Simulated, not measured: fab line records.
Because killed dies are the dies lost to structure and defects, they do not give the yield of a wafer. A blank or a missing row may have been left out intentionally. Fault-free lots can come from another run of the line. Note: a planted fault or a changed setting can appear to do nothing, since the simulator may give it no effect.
Split-lot study    flow sky130    5 lots, 23 wafers read, on a route of 708 steps

== THE SPLIT ITSELF ==
At SKY_GATE_OXIDE_IMPLANT_11, the setting energyKev was moved away from the recipe's 10 on 5 of the 23 wafers read, by +2.9% to +4.9%. For the rest of the wafers, this setting stayed at what the recipe calls for.

The split's own step is where the reading is taken.

== THE READING ==
In nm, at SKY_GATE_OXIDE_IMPLANT_11: implant.drpNm, which is the simulator's own figure and was read by no gauge. No usual value for it is given in the file.

wafer   tool, chamber at the split  energyKev as run  against the recipe  implant.drpNm, nm  against lot-mates on the recipe
L074.1  implanter-03, 0             10.29             +2.9%               17.46              +0.35
L074.3  implanter-03, 0             10.29             +2.9%               17.46              +0.35
L074.4  implanter-03, 0             10.29             +2.9%               17.46              +0.35
L074.2  implanter-03, 0             10                recipe              17.11              -
L074.6  implanter-03, 0             10                recipe              17.11              -
L075.1  implanter-02, 0             10                recipe              17.11              -
L075.3  implanter-02, 0             10                recipe              17.11              -
L075.4  implanter-02, 0             10                recipe              17.11              -
L075.5  implanter-02, 0             10.49             +4.9%               17.69              +0.58
L075.6  implanter-02, 0             10.49             +4.9%               17.69              +0.58
L076.1  implanter-02, 0             10                recipe              17.11              -
L076.2  implanter-02, 0             10                recipe              17.11              -
L076.3  implanter-02, 0             10                recipe              17.11              -
L076.5  implanter-02, 0             10                recipe              17.11              -
L076.6  implanter-02, 0             10                recipe              17.11              -
L077.1  implanter-03, 0             10                recipe              17.11              -
L077.2  implanter-03, 0             10                recipe              17.11              -
L077.3  implanter-03, 0             10                recipe              17.11              -
L077.4  implanter-03, 0             10                recipe              17.11              -
L077.6  implanter-03, 0             10                recipe              17.11              -
L081.1  implanter-04, 0             10                recipe              17.11              -
L081.2  implanter-04, 0             10                recipe              17.11              -
L081.3  implanter-04, 0             10                recipe              17.11              -

FIT RESULTS
A straight line over all 23 wafers: implant.drpNm changes by +0.119 nm for each +1% of energyKev; r = +1.00; the points scatter about the line by 0.002 nm.
The same after taking each lot's own level away (the mean of its wafers on the recipe; 23 wafers): +0.119 nm for each +1%; r = +1.00; scatter 0.002 nm.
The reading moves by 0.58 nm for the largest change in energyKev, on that fit.
The lots' own levels span 17.110 to 17.110 nm.
Consequently the slope shifts little with the lot-to-lot level, the two slopes agreeing.
Check: for one of the wafers moved furthest among these (+4.9%), held out of the fit, the line's prediction against its lot-mates is +0.586 nm. Against them it came out at +0.58 nm.

== FURTHER SPLITS ON THESE WAFERS ==
These wafers also went through other splits before the reading. Each is held against what the fit with the lots' levels taken away leaves over:
other split on the same wafers            wafers away from the commonest value  r with implant.drpNm (lot level and that fit taken away)
SKY_VT_ADJUST_HVTR_IMPLANT_09 doseCm2     7                                     -0.01
SKY_SONOS_TUNNEL_DEVELOP_06 developTimeS  8                                     +0.45
SKY_SONOS_ONO_EXPOSE_10 doseMj            7                                     +0.49
SKY_GATE_OXIDE_OXIDATION_01 oxTimeS       18                                    +0.24

== THE WHOLE CHAIN: every reading that the file lists as answering this split, in the file's order ==
step                       what it does  reading                                                         change (the file's fit)                r (the file's)
SKY_GATE_OXIDE_IMPLANT_11                implant.rpNm (the simulator's own value, which no gauge read)   +0.33 nm for each +1% of the setting   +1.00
SKY_GATE_OXIDE_IMPLANT_11                implant.drpNm (the simulator's own value, which no gauge read)  +0.118 nm for each +1% of the setting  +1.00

== THE FILE'S OWN FIT ==
implant.drpNm changes by +0.118 nm for each +1% of energyKev, r = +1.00.
